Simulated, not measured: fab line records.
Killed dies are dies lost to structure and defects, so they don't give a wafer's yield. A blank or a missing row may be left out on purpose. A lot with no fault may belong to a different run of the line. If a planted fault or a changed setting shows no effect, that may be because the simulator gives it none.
fab line records	flow gf180mcu	part 1 of 2: steps 1 to 28 of 41
[record] lots = 5	wafers = 15	lastDay = 33
route steps=602 shown V5@542 TOP_METAL@567
lots untouched by any fault: they come from a run of this same line in which no faults occurred
startH: the number of hours between the record's first day and the start of the first shown wafer of the lot	waitH: hours from the lot's prior step to this one	" unchanged from the row above	L1.1+2: a row that stands for several wafers	- no value present, or no start provided	* or withheld: withheld	< > ~ a bound
route shown NAME@n: names a module that has steps shown in the file, with the first one's number in the route	usual: the fault-free wafers' mean and standard deviation	same: alike in all rows	chamber/n: place in a boat	sites: per-site readings	_std_site: how widely they spread, as a standard deviation	_edge_site: the outer-site mean with the inner-site mean subtracted	radiusMm: how far each site lies from the wafer's centre	mask NAME#n: copy n	behind: the last tool/chamber to shape the wafer	hold: why the lot went on hold/how many hours it stayed there/how the hold came to an end	device: the n, p or np transistor that did not switch	end of line: tests of these same wafers at the route's end	a step with no rows: only its recipe	killed: at the first sort, the dies lost to defects and structure; wafer yield is something else	map: a wafer's dies, x killed, . not, _ none there
set.NAME: the run value of the setting; set.NAME@STEP: its run value at that earlier step	model.NAME: the simulator's own value behind a step, which no gauge read
lots at some steps of the route; a table a step, a row a wafer
services: when a tool's chamber went out of use (startH, in hours from the record's first day, below 0 if earlier), for how many hours, and the reason
[[steps]]
[step GF_V5_CVD_02]
[recipe] material = SiO2	targetThkNm = 1450	precursor = TEOS	tempC = 400	timeS = 163.28	rfW = 600
[usual] heaterPowerW = 613/72
lot.wafer	tool	chamber	startH	waitH	heaterPowerW	sinceWetCleanH
L078.3	pecvd-03	1	641.47	0.0	614	259
L078.4	"	0	"	"	690	-
L078.5	"	2	"	"	643	-
L080.1	pecvd-01	2	652.40	0.1	703	478
L080.3	"	1	"	"	624	478
L080.5	"	2	"	"	583	-
L084.1	pecvd-04	0	690.65	0.1	561	724
L084.2	"	2	"	"	446	724
L084.3	"	1	"	"	646	724
L087.1	pecvd-01	0	706.55	0.1	572	532
L087.4	"	0	"	"	658	-
L087.5	"	1	"	"	524	-
L093.2	pecvd-03	0	742.28	0.0	626	359
L093.3	"	2	"	"	638	359
L093.6	"	0	"	"	675	-
[step GF_V5_THK_MEAS_03]
[recipe] reads = SiO2_of_V5_CVD_02
[usual] V5_CVD_02_THK = 1451/19
lot.wafer	tool	chamber	startH	waitH	V5_CVD_02_THK[nm]
L078.3	filmMetro-01	-	641.60	0.1	1456
L078.4	"	-	"	"	1473
L078.5	"	-	"	"	1451
L080.1	filmMetro-02	-	652.51	0.1	1447
L080.3	"	-	"	"	1439
L080.5	"	-	"	"	1459
L084.1	filmMetro-02	-	690.76	0.1	1458
L084.2	"	-	"	"	1447
L084.3	"	-	"	"	1485
L087.1	filmMetro-01	-	706.66	0.1	1459
L087.4	"	-	"	"	1487
L087.5	"	-	"	"	1490
L093.2	filmMetro-02	-	742.40	0.1	1426
L093.3	"	-	"	"	1405
L093.6	"	-	"	"	1458
[step GF_V5_CMP_04]
[recipe] material = SiO2	downForcePsi = 4	platenRpm = 60	padVelocityMS = 0.94248
[usual] motorCurrentA = 12.8/1.2	slurryFilterDpKPa = 13.51/0.12
lot.wafer	tool	chamber	startH	waitH	motorCurrentA	slurryFilterDpKPa
L078.3	cmp-01	2	641.72	0.1	13.9	13.56
L078.4	"	0	"	"	9.7	13.71
L078.5	"	3	"	"	13.9	13.42
L080.3	cmp-01	2	652.62	0.1	13.6	13.42
L080.1	"	0	"	"	10.1	13.59
L080.5	"	1	"	"	12.6	13.77
L084.1	cmp-01	1	690.82	0.1	12.7	13.43
L084.3	"	2	"	"	14.0	13.60
L084.2	"	0	"	"	10.3	13.79
L087.1	cmp-02	0	706.72	0.1	12.2	13.40
L087.4	"	2	"	"	13.9	13.59
L087.5	"	1	"	"	14.7	13.54
L093.2	cmp-02	0	742.50	0.1	12.3	13.55
L093.3	"	1	"	"	13.3	13.33
L093.6	"	0	"	"	12.6	13.53
[step GF_V5_BOW_MEAS_05]
[recipe] mode = bow
[usual] V5_BOW = 134/10
lot.wafer	tool	chamber	startH	waitH	V5_BOW[um]
L078.3	filmMetro-01	-	642.06	0.3	156
L078.4	"	-	"	"	153
L078.5	"	-	"	"	144
L080.1	filmMetro-03	-	652.87	0.1	132
L080.3	"	-	"	"	145
L080.5	"	-	"	"	146
L084.1	filmMetro-01	-	691.12	0.2	144
L084.2	"	-	"	"	125
L084.3	"	-	"	"	146
L087.1	filmMetro-03	-	707.02	0.2	125
L087.4	"	-	"	"	130
L087.5	"	-	"	"	137
L093.2	filmMetro-03	-	742.77	0.2	125
L093.3	"	-	"	"	128
L093.6	"	-	"	"	127
[step GF_V5_DEHYDRATE_06]
[recipe] tempC = 200	timeS = 60
lot.wafer	tool	chamber	startH	waitH
L078.3+4+5	lithoTrack-01	0	651.39	9.3
L080.1+3+5	lithoTrack-02	0	662.12	9.2
L084.1+2+3	lithoTrack-02	0	699.82	8.7
L087.1+4+5	lithoTrack-03	0	715.72	8.7
L093.2+3+6	lithoTrack-01	0	750.46	7.7
[step GF_V5_HMDS_07]
[recipe] primeTimeS = 60	primeTempC = 120
lot.wafer	tool	chamber	startH	waitH
L078.3+4+5	lithoTrack-01	0	651.54	0.1
L080.1+3+5	lithoTrack-02	0	662.27	0.1
L084.1+2+3	lithoTrack-02	0	699.97	0.1
L087.1+4+5	lithoTrack-03	0	715.87	0.1
L093.2+3+6	lithoTrack-01	0	750.61	0.1
[step GF_V5_COAT_08]
[recipe] resist = BARC	tempC = withheld	timeS = withheld	spinRpm = withheld	resistThkNm = withheld
lot.wafer	tool	chamber	startH	waitH
L078.3+4+5	lithoTrack-01	0	651.69	0.1
L080.1+3+5	lithoTrack-02	0	662.42	0.1
L084.1+2+3	lithoTrack-02	0	700.12	0.1
L087.1+4+5	lithoTrack-03	0	716.02	0.1
L093.2+3+6	lithoTrack-01	0	750.76	0.1
[step GF_V5_COAT_09]
[recipe] resist = KrF	spinRpm = withheld	resistThkNm = 1000
lot.wafer	tool	chamber	startH	waitH
L078.3+4+5	lithoTrack-01	0	-	-
L080.1+3+5	lithoTrack-02	0	-	-
L084.1+2+3	lithoTrack-02	0	-	-
L087.1+4+5	lithoTrack-03	0	-	-
L093.2+3+6	lithoTrack-01	0	-	-
[step GF_V5_SOFTBAKE_10]
[recipe] tempC = 130	timeS = 60	resist = KrF
lot.wafer	tool	chamber	startH	waitH
L078.3+4+5	lithoTrack-01	0	-	-
L080.1+3+5	lithoTrack-02	0	-	-
L084.1+2+3	lithoTrack-02	0	-	-
L087.1+4+5	lithoTrack-03	0	-	-
L093.2+3+6	lithoTrack-01	0	-	-
[step GF_V5_EXPOSE_11]
[recipe] maskId = Via5	targetCdNm = 260	na = 0.68	sourceShape = conventional	sigmaOuter = 0.6	doseMj = 38
[same] na = 0.68
lot.wafer	tool	chamber	startH	waitH	mask
L078.3+4+5	krfScanner-02	0	-	-	Via5#0
L080.1+3+5	krfScanner-01	0	-	-	Via5#0
L084.1+2+3	krfScanner-01	0	-	-	Via5#0
L087.1+4+5	krfScanner-01	0	-	-	Via5#0
L093.2+3+6	krfScanner-02	0	-	-	Via5#0
[step GF_V5_PEB_12]
[recipe] pebTempC = 135	pebTimeS = 90	resist = KrF
lot.wafer	tool	chamber	startH	waitH
L078.3+4+5	lithoTrack-03	0	-	-
L080.1+3+5	lithoTrack-03	0	-	-
L084.1+2+3	lithoTrack-02	0	-	-
L087.1+4+5	lithoTrack-03	0	-	-
L093.2+3+6	lithoTrack-03	0	-	-
[step GF_V5_DEVELOP_13]
[recipe] developTimeS = 60	resist = KrF	devTempC = 21
lot.wafer	tool	chamber	startH	waitH
L078.3+4+5	lithoTrack-03	0	661.52	0.1
L080.1+3+5	lithoTrack-03	0	671.77	0.2
L084.1+2+3	lithoTrack-02	0	709.62	0.2
L087.1+4+5	lithoTrack-03	0	724.77	0.2
L093.2+3+6	lithoTrack-03	0	759.65	0.2
[step GF_V5_CD_MEAS_14]
[recipe] targetCdNm = 260
[usual] cdNm = 259.9/1.2
lot.wafer	tool	chamber	startH	waitH	cdNm
L078.3	cdSem-02	-	661.66	0.1	260.0
L078.4	"	-	"	"	259.5
L078.5	"	-	"	"	260.5
L080.1	cdSem-02	-	671.92	0.1	260.5
L080.3	"	-	"	"	261.2
L080.5	"	-	"	"	259.8
L084.1	cdSem-01	-	709.77	0.1	260.1
L084.2	"	-	"	"	259.2
L084.3	"	-	"	"	259.7
L087.1	cdSem-02	-	724.92	0.1	262.1
L087.4	"	-	"	"	262.4
L087.5	"	-	"	"	260.0
L093.2	cdSem-01	-	759.79	0.1	260.9
L093.3	"	-	"	"	259.6
L093.6	"	-	"	"	260.5
[step GF_V5_OVL_MEAS_15]
[usual] V5_OVL = -4/6.4
lot.wafer	tool	chamber	startH	waitH	V5_OVL[nm]
L078.3	overlay-01	-	661.75	0.1	-8
L078.4	"	-	"	"	-2
L078.5	"	-	"	"	-3
L080.1	overlay-02	-	672.04	0.1	-4
L080.3	"	-	"	"	-12
L080.5	"	-	"	"	-9
L084.1	overlay-02	-	709.89	0.1	-2
L084.2	"	-	"	"	-11
L084.3	"	-	"	"	-9
L087.1	overlay-02	-	725.04	0.1	1
L087.4	"	-	"	"	1
L087.5	"	-	"	"	4
L093.2	overlay-02	-	759.90	0.1	-6
L093.3	"	-	"	"	-9
L093.6	"	-	"	"	-3
[step GF_V5_ETCH_16]
[recipe] chemistry = N2/H2	targetDepthA = withheld	overetchA = withheld	timeS = withheld	target = BARC	ionEnergyEv = 200	sourceW = 500	biasW = 100	pressureMtorr = 30	n2FlowSccm = 100	h2FlowSccm = 200
[usual] biasW = 99.97/0.3	drypumpMotorCurrentA = 5.8/0.5	oesProductAu = 0.855/0.005	throttleValvePct = 13.226/0.0076
lot.wafer	tool	chamber	startH	waitH	biasW	drypumpMotorCurrentA	oesProductAu	throttleValvePct
L078.3	rieDiel-04	3	661.78	0.0	100.00	5.6	0.860	13.221
L078.4	"	1	"	"	99.75	5.7	0.849	13.227
L078.5	"	1	"	"	99.46	5.7	0.846	13.225
L080.1	rieDiel-01	1	672.08	0.0	100.28	6.4	0.858	13.226
L080.3	"	2	"	"	100.05	4.7	0.853	13.220
L080.5	"	3	"	"	99.70	5.5	0.855	13.205
L084.1	rieDiel-01	1	709.93	0.0	100.00	6.3	0.864	13.241
L084.2	"	2	"	"	100.04	4.7	0.855	13.217
L084.3	"	3	"	"	99.88	5.5	0.859	13.235
L087.1	rieDiel-02	2	725.08	0.0	100.36	6.3	0.860	13.235
L087.4	"	0	"	"	99.98	6.3	0.859	13.237
L087.5	"	0	"	"	99.79	6.3	0.863	13.235
L093.2	rieDiel-01	1	759.93	0.0	99.93	6.3	0.858	13.222
L093.3	"	2	"	"	100.26	4.8	0.854	13.228
L093.6	"	2	"	"	100.03	4.8	0.855	13.238
[step GF_V5_ETCH_17]
[recipe] chemistry = C4F8/O2/Ar	maskMaterial = KrF	target = SiO2	stopOn = TiN	sourceW = 1500	biasW = 1200	pressureMtorr = 40	c4f8FlowSccm = withheld	O2_flow_sccm = 6	Ar_flow_sccm = 300	timeS = withheld	targetDepthA = 8550
[usual] biasW = 1200/3.4	oesProductAu = 0.859/0.0048
lot.wafer	tool	chamber	startH	waitH	biasW	oesProductAu
L078.3	rieDiel-04	3	-	-	1202	0.854
L078.4	"	1	"	"	1206	0.854
L078.5	"	1	"	"	1197	0.860
L080.1	rieDiel-01	1	-	-	1203	0.864
L080.3	"	2	"	"	1202	0.860
L080.5	"	3	"	"	1202	0.850
L084.1	rieDiel-01	1	-	-	1202	0.863
L084.2	"	2	"	"	1200	0.858
L084.3	"	3	"	"	1200	0.859
L087.1	rieDiel-02	2	-	-	1197	0.857
L087.4	"	0	"	"	1200	0.858
L087.5	"	0	"	"	1200	0.855
L093.2	rieDiel-01	1	-	-	1198	0.868
L093.3	"	2	"	"	1201	0.866
L093.6	"	2	"	"	1200	0.868
[step GF_V5_STRIP_18]
[recipe] chemistry = O2/N2	powerW = 1400	pressureMtorr = 1500	platenTempC = 250	o2FlowSccm = 3000	n2FlowSccm = 300	overashFraction = 0.5
[usual] drypumpMotorCurrentA = 5.6/0.38	heaterPowerW = 328/25	oesProductAu = 0.569/0.0052
[same] overashFraction = 0.5
lot.wafer	tool	chamber	startH	waitH	drypumpMotorCurrentA	heaterPowerW	oesProductAu	rfHoursCounterH
L078.3	plasmaAsher-02	0	661.96	-	5.3	324	0.574	-
L078.4	"	1	"	"	5.0	359	0.576	-
L078.5	"	1	"	"	4.9	371	0.570	-
L080.1	plasmaAsher-01	1	672.23	-	5.8	331	0.569	110
L080.3	"	0	"	"	5.8	329	0.570	-
L080.5	"	0	"	"	5.8	332	0.569	-
L084.1	plasmaAsher-01	0	710.08	-	5.8	338	0.569	115
L084.2	"	1	"	"	5.9	330	0.574	115
L084.3	"	1	"	"	5.8	321	0.576	-
L087.1	plasmaAsher-01	0	725.23	-	5.8	327	0.565	117
L087.4	"	0	"	"	5.8	342	0.570	-
L087.5	"	0	"	"	5.8	331	0.567	-
L093.2	plasmaAsher-03	0	760.08	-	6.1	283	0.567	28
L093.3	"	0	"	"	6.1	278	0.572	-
L093.6	"	1	"	"	5.8	331	0.568	-
[step GF_V5_STRIP_19]
[recipe] chemistry = postEtchResidueRemover	timeS = 1200	tempC = 72.5
lot.wafer	tool	chamber	startH	waitH
L078.3+4+5	wetBench-01	0	662.03	0.0
L080.1+3+5	wetBench-01	3	672.33	0.1
L084.1+2+3	wetBench-01	1	710.18	0.1
L087.1+4+5	wetBench-04	1	725.33	0.1
L093.2+3+6	wetBench-04	3	760.18	0.1
[step GF_V5_CLEAN_20]
[recipe] chemistry = DIW	dry = n2Spin
lot.wafer	tool	chamber	startH	waitH
L078.3+4+5	wetBench-02	0	662.37	0.0
L080.1+3+5	wetBench-04	1	672.67	0.0
L084.1+2+3	wetBench-02	0	710.55	0.0
L087.1+4+5	wetBench-02	0	725.70	0.0
L093.2+3+6	wetBench-01	3	760.52	0.0
[step GF_V5_SPUTTER_21]
[recipe] material = Ti	targetThkNm = 15	chamberPressurePa = 5	powerW = 2500	substrateTempC = 200	timeS = 80.02
[usual] substrateTempC = 199.99/0.18	throttleValvePct = 30.2/1.1
lot.wafer	tool	chamber	startH	waitH	substrateTempC	throttleValvePct
L078.3	pvdSputter-02	-	662.47	0.0	200.24	29.5
L078.4	"	-	"	"	199.82	29.6
L078.5	"	-	"	"	200.30	29.6
L080.1	pvdSputter-02	-	672.76	0.0	199.98	31.6
L080.3	"	-	"	"	200.23	29.9
L080.5	"	-	"	"	200.11	29.8
L084.1	pvdSputter-01	-	710.65	0.0	199.80	30.9
L084.2	"	-	"	"	200.06	30.7
L084.3	"	-	"	"	199.78	30.0
L087.1	pvdSputter-01	-	725.80	0.0	199.98	30.7
L087.4	"	-	"	"	200.48	27.6
L087.5	"	-	"	"	200.14	30.9
L093.2	pvdSputter-02	-	760.62	0.0	200.39	29.8
L093.3	"	-	"	"	200.12	29.3
L093.6	"	-	"	"	200.01	29.8
[step GF_V5_SPUTTER_22]
[recipe] material = TiN	targetThkNm = 10	chamberPressurePa = 5	powerW = 4000	timeS = 40
[usual] throttleValvePct = 30.2/1.1
lot.wafer	tool	chamber	startH	waitH	throttleValvePct
L078.3	pvdSputter-02	-	662.53	0.0	29.7
L078.4	"	-	"	"	30.0
L078.5	"	-	"	"	29.3
L080.1	pvdSputter-02	-	672.83	0.0	31.4
L080.3	"	-	"	"	29.6
L080.5	"	-	"	"	29.6
L084.1	pvdSputter-01	-	710.71	0.0	30.5
L084.2	"	-	"	"	31.0
L084.3	"	-	"	"	30.0
L087.1	pvdSputter-01	-	725.86	0.0	30.5
L087.4	"	-	"	"	27.9
L087.5	"	-	"	"	30.7
L093.2	pvdSputter-02	-	760.68	0.0	29.6
L093.3	"	-	"	"	29.6
L093.6	"	-	"	"	29.7
[step GF_V5_CVD_23]
[recipe] material = W	targetThkNm = 350	timeS = 104.9	tempC = 400	pressureTorr = 40
[usual] heaterPowerW = 910/100
lot.wafer	tool	chamber	startH	waitH	heaterPowerW	sinceWetCleanH
L078.3	cvdW-02	1	662.61	0.1	963	-
L078.4	"	0	"	"	794	-
L078.5	"	0	"	"	817	-
L080.1	cvdW-02	0	672.86	0.0	796	269
L080.3	"	0	"	"	776	-
L080.5	"	1	"	"	940	-
L084.1	cvdW-01	0	710.75	0.0	1047	807
L084.2	"	1	"	"	818	807
L084.3	"	0	"	"	1027	-
L087.1	cvdW-01	0	725.90	0.0	1052	822
L087.4	"	1	"	"	834	-
L087.5	"	1	"	"	821	-
L093.2	cvdW-01	1	760.72	0.0	835	857
L093.3	"	0	"	"	1062	-
L093.6	"	1	"	"	832	-
[step GF_V5_RS_MEAS_24]
[recipe] thkMeasGauge = four-point-probe	reads = W_of_V5_CVD_23+TiN_of_V5_SPUTTER_22+Ti_of_V5_SPUTTER_21
[usual] V5_W_RS = 0.327/0.0042
lot.wafer	tool	chamber	startH	waitH	V5_W_RS[ohm/sq]
L078.3	filmMetro-01	-	662.76	0.1	0.330
L078.4	"	-	"	"	0.325
L078.5	"	-	"	"	0.322
L080.1	filmMetro-01	-	672.98	0.1	0.325
L080.3	"	-	"	"	0.321
L080.5	"	-	"	"	0.328
L084.1	filmMetro-02	-	710.87	0.1	0.328
L084.2	"	-	"	"	0.320
L084.3	"	-	"	"	0.329
L087.1	filmMetro-03	-	726.01	0.1	0.334
L087.4	"	-	"	"	0.323
L087.5	"	-	"	"	0.325
L093.2	filmMetro-03	-	760.85	0.1	0.327
L093.3	"	-	"	"	0.330
L093.6	"	-	"	"	0.326
[step GF_V5_THK_MEAS_25]
[recipe] thkMeasGauge = xrf	reads = W_of_V5_CVD_23
[usual] V5_W_THK = 343/4.4
lot.wafer	tool	chamber	startH	waitH	V5_W_THK[nm]
L078.3	filmMetro-01	-	662.86	0.1	340
L078.4	"	-	"	"	342
L078.5	"	-	"	"	347
L080.1	filmMetro-01	-	673.10	0.1	344
L080.3	"	-	"	"	347
L080.5	"	-	"	"	337
L084.1	filmMetro-02	-	710.99	0.1	340
L084.2	"	-	"	"	347
L084.3	"	-	"	"	338
L087.1	filmMetro-03	-	726.13	0.1	337
L087.4	"	-	"	"	346
L087.5	"	-	"	"	344
L093.2	filmMetro-03	-	760.96	0.1	341
L093.3	"	-	"	"	341
L093.6	"	-	"	"	347
[step GF_V5_CMP_26]
[recipe] stopOn = SiO2	downForcePsi = 3.5	platenRpm = 60	tOverpolishS = 15	targetThkNm = 0	padVelocityMS = 0.94248
[usual] motorCurrentA = 11.6/1.2	overpolishRunS = 14.999/0.0087	slurryFilterDpKPa = 13.49/0.14	timeToEndpointS = 84/4.1
lot.wafer	tool	chamber	startH	waitH	motorCurrentA	overpolishRunS	slurryFilterDpKPa	timeToEndpointS
L078.3	cmp-01	3	662.90	0.0	13.1	14.998	13.57	80
L078.4	"	2	"	"	12.5	15.002	13.33	77
L078.5	"	0	"	"	9.1	14.998	13.72	83
L080.3	cmp-02	2	673.21	0.1	12.8	14.993	13.43	85
L080.1	"	3	"	"	11.4	15.006	13.48	88
L080.5	"	2	"	"	11.9	15.012	13.48	87
L084.1	cmp-01	0	711.10	0.1	8.9	14.995	13.54	85
L084.3	"	1	"	"	11.6	15.000	13.44	84
L084.2	"	2	"	"	12.6	14.985	13.40	85
L087.4	cmp-01	3	726.19	0.0	12.4	14.985	13.69	86
L087.1	"	1	"	"	11.6	15.003	13.59	83
L087.5	"	3	"	"	12.2	15.009	13.63	86
L093.2	cmp-02	2	761.01	0.0	11.8	14.988	13.37	87
L093.3	"	0	"	"	11.6	14.994	13.36	85
L093.6	"	2	"	"	12.5	14.997	13.63	91
[step GF_TOP_METAL_SPUTTER_00]
[recipe] material = Ti	targetThkNm = 37.5	arrivingIonEnergyEv = 80	substrateTempC = 200	chamberPressurePa = 2	powerW = 4000	timeS = 150
[usual] substrateTempC = 200.00/0.15	throttleValvePct = 30.2/1
lot.wafer	tool	chamber	startH	waitH	substrateTempC	throttleValvePct
L078.3	pvdSputter-03	-	663.20	0.2	200.14	30.7
L078.4	"	-	"	"	200.02	32.1
L078.5	"	-	"	"	200.18	29.3
L080.1	pvdSputter-04	-	673.46	0.1	199.86	29.5
L080.3	"	-	"	"	200.07	30.4
L080.5	"	-	"	"	200.06	31.4
L084.1	pvdSputter-04	-	711.35	0.2	200.21	29.0
L084.2	"	-	"	"	200.20	29.3
L084.3	"	-	"	"	200.32	30.4
L087.1	pvdSputter-03	-	726.49	0.1	200.13	29.1
L087.4	"	-	"	"	200.02	32.0
L087.5	"	-	"	"	199.82	31.0
L093.2	pvdSputter-03	-	761.31	0.2	199.77	29.0
L093.3	"	-	"	"	200.00	31.0
L093.6	"	-	"	"	199.87	32.1
[step GF_TOP_METAL_SPUTTER_01]
[recipe] material = TiN	targetThkNm = 30	powerW = 6500	timeS = 25	chamberPressurePa = 0.4
[usual] throttleValvePct = 30.2/1
lot.wafer	tool	chamber	startH	waitH	throttleValvePct
L078.3	pvdSputter-03	-	663.30	0.1	30.9
L078.4	"	-	"	"	32.1
L078.5	"	-	"	"	29.3
L080.1	pvdSputter-04	-	673.56	0.1	29.1
L080.3	"	-	"	"	30.4
L080.5	"	-	"	"	31.1
L084.1	pvdSputter-04	-	711.45	0.1	29.2
L084.2	"	-	"	"	29.4
L084.3	"	-	"	"	30.2
L087.1	pvdSputter-03	-	726.59	0.1	29.2
L087.4	"	-	"	"	32.3
L087.5	"	-	"	"	31.2
L093.2	pvdSputter-03	-	761.41	0.1	29.2
L093.3	"	-	"	"	30.9
L093.6	"	-	"	"	32.0
[step GF_TOP_METAL_SPUTTER_02]
[recipe] material = AlCu	targetThkNm = 900	powerW = 10600	chamberPressurePa = 0.3	substrateTempC = 250	gas = Ar	timeS = 47.82
[usual] substrateTempC = 249.97/0.18	throttleValvePct = 30.2/1.1
lot.wafer	tool	chamber	startH	waitH	substrateTempC	throttleValvePct
L078.3	pvdSputter-03	-	663.33	0.0	250.07	31.0
L078.4	"	-	"	"	249.89	32.3
L078.5	"	-	"	"	249.90	29.4
L080.1	pvdSputter-04	-	673.59	0.0	249.95	29.4
L080.3	"	-	"	"	249.98	30.2
L080.5	"	-	"	"	250.09	31.2
L084.1	pvdSputter-04	-	711.48	0.0	249.65	28.9
L084.2	"	-	"	"	250.13	29.2
L084.3	"	-	"	"	249.93	30.2
L087.1	pvdSputter-03	-	726.62	0.0	250.09	29.1
L087.4	"	-	"	"	249.94	32.1
L087.5	"	-	"	"	250.19	30.9
L093.2	pvdSputter-03	-	761.44	0.0	250.09	29.2
L093.3	"	-	"	"	250.10	30.8
L093.6	"	-	"	"	250.15	32.2
